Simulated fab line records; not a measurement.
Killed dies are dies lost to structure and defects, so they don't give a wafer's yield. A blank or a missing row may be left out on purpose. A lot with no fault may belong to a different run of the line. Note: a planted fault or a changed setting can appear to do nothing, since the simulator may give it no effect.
Which of the tools did it?    flow sky130    12 lots with 36 wafers sampled at 2 steps, on a route of 708 steps

WHAT THE GAUGES READ, wafer by wafer
SKY_PASSIVATION_THK_MEAS_03. Usual: PASSIVATION_CVD_02_THK typically reads 541 nm, with standard deviation 6.8.
lot   measured      on            PASSIVATION_CVD_02_THK (nm)  flag
L589  day 44 02:36  filmMetro-01  547 548 561                  
L594  day 45 07:44  filmMetro-02  536 540 548                  
L593  day 45 10:35  filmMetro-02  538 544 541                  
L595  day 45 11:01  filmMetro-02  525 544 543                  
L597  day 46 05:44  filmMetro-01  534 532 538                  
L598  day 46 15:59  filmMetro-03  536 421 549 536 421 549      OFF
L600  day 46 16:38  filmMetro-03  538 534 420 539 533 419      OFF
L604  day 47 19:36  filmMetro-03  526 534 534                  
L605  day 47 22:55  filmMetro-03  534 544 535                  
L606  day 48 16:37  filmMetro-01  535 545 547                  
L611  day 49 04:11  filmMetro-03  540 539 549                  
L612  day 49 09:08  filmMetro-01  535 536 535                  

EACH LOT AND THE TOOL THAT RAN IT (in order: tool; ch and the chambers of the sampled wafers; start)
lot   SKY_PASSIVATION_CVD_02
L589  pecvd-03 ch 0,1, day 44 02:22
L594  pecvd-04 ch 1,2, day 45 07:24
L593  pecvd-04 ch 1,2, day 45 10:15
L595  pecvd-02 ch 0,1,2, day 45 10:46
L597  pecvd-04 ch 1,2, day 46 05:31
L598  pecvd-04 ch 0,2, day 46 15:46
L600  pecvd-04 ch 0,1,2, day 46 16:24
L604  pecvd-02 ch 0,1, day 47 19:22
L605  pecvd-02 ch 1,2, day 47 22:42
L606  pecvd-03 ch 1,2, day 48 16:22
L611  pecvd-03 ch 0,1, day 49 03:57
L612  pecvd-03 ch 0,1,2, day 49 08:55
- SKY_PASSIVATION_CVD_02: deposits Si3N4, target thk 540 nm.

AS READ BY THE TOOLS THEMSELVES (means over the sampled wafers that have a number; for cases with no such wafer, the mark the record gives instead)
SKY_PASSIVATION_CVD_02. Usual: heaterPowerW 700 W, standard deviation 100.
lot   tool      heaterPowerW (W)  flag
L589  pecvd-03  644               
L594  pecvd-04  648               
L593  pecvd-04  680               
L595  pecvd-02  665               
L597  pecvd-04  638               
L598  pecvd-04  677               
L600  pecvd-04  694               
L604  pecvd-02  733               
L605  pecvd-02  731               
L606  pecvd-03  801               
L611  pecvd-03  669               
L612  pecvd-03  691               

THE ANSWER, worked out from the rows above alone
Rule: lot off if the mean of its wafers having a number is beyond 3 standard deviations from the usual mean. Also off: a lot with no number at a reading for which 4 or more lots have one. Any other lot the step has rows for is counted as sound. The gauges are gone through in route order, then the tools' own readings, and for those a lot's mean is taken as printed above. The first step at which some lot is off is used, and at that step the reading that is off furthest; a lot without a number counts as furthest.
Off: at SKY_PASSIVATION_THK_MEAS_03 (PASSIVATION_CVD_02_THK), L598, L600.
If a tool, at a process step before that reading, ran all the lots that are off and no sound lot after the first of them, it fits. Those tools and the gauges at SKY_PASSIVATION_THK_MEAS_03 are tried in the same way. One fits: pecvd-04 at SKY_PASSIVATION_CVD_02. Its last sound lot is L597 (day 46 05:31), its first lot that is off L598 (day 46 15:46): a fault that began between those two fits.

WHAT WAS PUT IN BY THE SIMULATOR
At SKY_PASSIVATION_CVD_02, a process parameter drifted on pecvd-04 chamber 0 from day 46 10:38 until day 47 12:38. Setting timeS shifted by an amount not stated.
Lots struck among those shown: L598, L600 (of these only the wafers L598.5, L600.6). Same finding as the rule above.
